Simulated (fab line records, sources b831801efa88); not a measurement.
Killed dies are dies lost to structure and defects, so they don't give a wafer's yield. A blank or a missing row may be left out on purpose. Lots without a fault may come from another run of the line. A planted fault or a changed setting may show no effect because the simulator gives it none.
Which tool did it? | flow sky130 | 7 lots, 21 wafers sampled, at 2 steps of a route of 708

WHAT THE GAUGES READ, wafer by wafer
SKY_CONTACT_THK_MEAS_03.
lot  | measured     | on            | CONTACT_HDPCVD_THK (nm)
L839 | day 31 14:19 | film_metro-01 | 558 556 564
L841 | day 32 07:40 | film_metro-01 | 561 556 571
L843 | day 32 17:07 | film_metro-03 | 558 557 569
L848 | day 34 01:47 | film_metro-01 | 578 570 574
L851 | day 35 00:07 | film_metro-01 | 575 567 574
L855 | day 36 08:37 | film_metro-01 | 569 569 575
L859 | day 37 16:35 | film_metro-03 | 578 554 573

WHICH TOOL RAN EACH LOT (tool, then ch and the chambers of the sampled wafers, then the start)
lot  | SKY_CONTACT_CVD_00
L839 | pecvd-03 ch 1,2, day 31 14:08
L841 | pecvd-04 ch 0,1,2, day 32 07:31
L843 | pecvd-03 ch 0,1, day 32 16:56
L848 | pecvd-04 ch 0,1,2, day 34 01:35
L851 | pecvd-03 ch 0,2, day 34 23:56
L855 | pecvd-03 ch 0,1, day 36 08:28
L859 | pecvd-03 ch 0,1,2, day 37 16:25
- SKY_CONTACT_CVD_00: deposits Si3N4, target thk 75 nm.

THE ANSWER, worked out from the rows above alone
Rule: what is usual is taken from the lots themselves. Put in order of their means at a reading, lots are off if they are a third of the lots or fewer, leave a main group of 4 or more, and stand apart from it by a gap of 3 or more times the standard deviation of the main group's means; of several such gaps the widest counts. A main group whose means are all the same, to the digits that the tables above print for the reading, isn't used. A lot without any number at a reading at which 4 lots or more have one is off too. The other lots that the step has rows for count as sound.
No lot is off at any reading shown: from this, nothing can be told.

WHAT THE SIMULATOR HAD PUT IN
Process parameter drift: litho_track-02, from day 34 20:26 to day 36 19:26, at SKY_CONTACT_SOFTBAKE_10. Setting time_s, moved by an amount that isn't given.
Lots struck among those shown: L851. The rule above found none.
